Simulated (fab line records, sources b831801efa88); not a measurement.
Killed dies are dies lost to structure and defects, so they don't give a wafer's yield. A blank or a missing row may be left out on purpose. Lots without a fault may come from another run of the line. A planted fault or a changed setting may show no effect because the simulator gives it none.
A struck lot beside a sound one | flow gf180mcu | 16 steps out of a route of 602
Sound: wafers L510.2, L510.4, L510.6. Struck: wafer L519.4. (L519.3 of the same lot was not struck and is left out.) The cause comes at the end.
At each step with rows: each side's tool, then ch and its chambers, then its first start. Under that, the readings that differ: sound wafers | struck wafers | difference of the means | sigmas: that difference in standard deviations of wafers without a fault.
alike: readings whose means differ by less than 2 such deviations, and words and numbers that are the same on both sides. not compared: withheld readings, readings that some wafer has no value for, bounds like >300 that may hide the same value, and numbers for which the record gives no deviation and whose values overlap.
The two part at a step that has a row with sigmas, a row that says differs or no value, or rows on one side only. Numbers that don't overlap but have no deviation are shown without sigmas and don't part them. A reading that every wafer of one side lacks parts them only if that side has two wafers or more.

first, 1 step without rows for these wafers: GF_POLY_GATE_CVD_00 (deposits poly-Si, target thk 200 nm, time 1200 s).
GF_POLY_GATE_THK_MEAS_01:
  sound on film_metro-04, day 9 12:34; struck on film_metro-03, day 12 05:04
  alike: POLY_GATE_CVD_00_THK
then, 8 steps without rows for these wafers: GF_POLY_GATE_DEHYDRATE_02 (time 60 s); GF_POLY_GATE_HMDS_03 (prime time 60 s); GF_POLY_GATE_COAT_04; GF_POLY_GATE_COAT_05 (resist thk 700 nm); GF_POLY_GATE_SOFTBAKE_06 (time 60 s); GF_POLY_GATE_EXPOSE_07 (exposes mask Poly2, target cd 280 nm); GF_POLY_GATE_PEB_08 (peb time 90 s); GF_POLY_GATE_DEVELOP_09 (develop time 60 s).
GF_POLY_GATE_CD_MEAS_10: target cd 280 nm.
  sound on cd_sem-02, day 10 06:26; struck on cd_sem-01, day 13 00:20
  reading    | sound             | struck | difference | sigmas
  cd_nm (nm) | 276.9 276.6 277.3 | 280.4  | +3.5       | +3
GF_POLY_GATE_OVL_MEAS_11:
  sound on overlay-02, day 10 06:33; struck on overlay-02, day 13 00:25
  alike: POLY_GATE_OVL
GF_POLY_GATE_ETCH_12: etches BARC in N2/H2.
  sound on rie_diel-03 ch 0,2,3, day 10 06:35; struck on rie_diel-02 ch 3, day 13 00:27
  reading                    | sound             | struck | difference | sigmas
  rf_fwd_power_W (W)         | 495.0 495.3 493.3 | 297.5  | -197.0     | -99 or more
  model.POLY_GATE.cd_nm (nm) | 275.2 276.1 276.7 | 283.5  | +7.5       |
  alike: drypump_motor_current_A, oes_product_au, throttle_valve_pct
GF_POLY_GATE_ETCH_13: etches poly-Si in HBr/Cl2, stops on SiO2, target depth 198.5 nm, time 69.6 s.
  sound on rie_si-02 ch 1,3, day 10 06:38; struck on rie_si-01 ch 3, day 13 00:30
  reading                    | sound             | struck | difference | sigmas
  oes_product_au (a.u.)      | 1.001 0.997 0.988 | 0.972  | -0.023     | -3
  model.POLY_GATE.cd_nm (nm) | 274 276.7 276.3   | 283.7  | +8.0       |
  alike: drypump_motor_current_A, rf_fwd_power_W, throttle_valve_pct
  not compared: rf_hours_counter_h
GF_POLY_GATE_STRIP_14: strips in O2/N2.
  sound on plasma_asher-04 ch 0,1, day 10 06:41; struck on plasma_asher-01 ch 0, day 13 00:35
  alike: drypump_motor_current_A, heater_power_w, oes_product_au
  not compared: rf_hours_counter_h
GF_PASSIVATION_PROBE_99:
  the record has rows for the sound wafers here (prober-01, day 30 05:12) and none for the struck ones

WHERE THEY PART
First at GF_POLY_GATE_CD_MEAS_10; last, within this record, at GF_PASSIVATION_PROBE_99.

WHY: what the simulator had put in
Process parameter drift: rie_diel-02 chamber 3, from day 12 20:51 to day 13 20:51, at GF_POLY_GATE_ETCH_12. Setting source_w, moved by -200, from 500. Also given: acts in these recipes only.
